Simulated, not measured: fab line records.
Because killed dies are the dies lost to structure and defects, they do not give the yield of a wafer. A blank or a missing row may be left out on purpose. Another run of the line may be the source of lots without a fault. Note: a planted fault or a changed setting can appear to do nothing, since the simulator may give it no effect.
Matching of chambers + flow sky130 + SKY_VIA1_ETCH_15 on rieDiel-02 has 4 sister chambers
The step etches SiO2 in C4F8/O2/Ar, stops on TiN, target depth 351 nm, time 54 s. 24 wafers are shown with their chamber, then 12 later ones without.

== WAFERS PAIRED WITH THEIR CHAMBERS ==
| wafer  | chamber | oesProductAu (a.u.) | biasW (W) |
|--------|---------|---------------------|-----------|
| L075.4 | 1       | 0.979               | 1194      |
| L075.5 | 1       | 0.975               | 1205      |
| L075.6 | 2       | 0.984               | 1196      |
| L076.3 | 0       | 0.978               | 1198      |
| L076.4 | 3       | 0.992               | 1197      |
| L076.6 | 2       | 0.973               | 1201      |
| L078.1 | 1       | 0.981               | 1201      |
| L078.2 | 0       | 0.979               | 1199      |
| L078.4 | 2       | 0.972               | 1199      |
| L083.2 | 1       | 0.986               | 1206      |
| L083.3 | 0       | 0.980               | 1198      |
| L083.6 | 0       | 0.981               | 1194      |
| L085.1 | 2       | 0.970               | 1198      |
| L085.2 | 3       | 0.975               | 1201      |
| L085.6 | 1       | 0.983               | 1198      |
| L086.1 | 1       | 0.977               | 1196      |
| L086.3 | 0       | 0.984               | 1202      |
| L086.5 | 1       | 0.987               | 1192      |
| L088.1 | 1       | 0.983               | 1205      |
| L088.2 | 3       | 0.978               | 1194      |
| L088.3 | 2       | 0.985               | 1188      |
| L089.2 | 1       | 0.969               | 1200      |
| L089.4 | 0       | 0.988               | 1192      |
| L089.6 | 2       | 0.979               | 1201      |

SIGNATURES (means of the wafers above)
| reading      | chamber 0 | chamber 1 | chamber 2 | chamber 3 | scatter within a chamber |
|--------------|-----------|-----------|-----------|-----------|--------------------------|
| oesProductAu | 0.98167   | 0.98000   | 0.97717   | 0.98167   | 0.00592                  |
| biasW        | 1197.17   | 1199.67   | 1197.17   | 1197.33   | 4.55                     |
Rule: a wafer lies at a distance from a chamber equal to the root of the sum of squares, over the readings, of (its reading less the chamber's mean, divided by the reading's scatter). The wafer belongs to the nearest chamber; if the next one is less than 2 further off, it can't be placed. The scatter: the root of (the sum of the squares of (reading less its chamber's mean) over the shown wafers, divided by (wafers less chambers)).

== WAFERS WITH NO CHAMBER GIVEN ==
| wafer  | oesProductAu (a.u.) | biasW (W) |
|--------|---------------------|-----------|
| L090.1 | 0.981               | 1204      |
| L090.5 | 0.978               | 1195      |
| L090.6 | 0.986               | 1196      |
| L092.1 | 0.980               | 1200      |
| L092.3 | 0.962               | 1204      |
| L092.4 | 0.975               | 1199      |
| L097.1 | 0.983               | 1207      |
| L097.3 | 0.978               | 1199      |
| L097.5 | 0.974               | 1199      |
| L096.3 | 0.973               | 1205      |
| L096.4 | 0.984               | 1200      |
| L096.5 | 0.982               | 1197      |

== THE CHAMBER EACH PASSED THROUGH ==
| wafer  | from the rows above               | in truth |
|--------|-----------------------------------|----------|
| L090.1 | can't be placed: 1 or 3 or 0 or 2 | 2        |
| L090.5 | can't be placed: 2 or 0 or 3 or 1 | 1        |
| L090.6 | can't be placed: 0 or 3 or 1 or 2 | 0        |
| L092.1 | can't be placed: 1 or 3 or 0 or 2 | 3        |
| L092.3 | can't be placed: 2 or 1 or 3 or 0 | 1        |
| L092.4 | can't be placed: 2 or 1 or 3 or 0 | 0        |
| L097.1 | can't be placed: 1 or 3 or 0 or 2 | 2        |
| L097.3 | can't be placed: 1 or 2 or 3 or 0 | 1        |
| L097.5 | can't be placed: 2 or 1 or 3 or 0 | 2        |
| L096.3 | can't be placed: 1 or 2 or 3 or 0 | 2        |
| L096.4 | can't be placed: 1 or 3 or 0 or 2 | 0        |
| L096.5 | can't be placed: 0 or 3 or 1 or 2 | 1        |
0 of 12 placed correctly. Not placeable from these rows: 12 (in 12, the candidates include the true chamber). Number placed wrongly: 0.
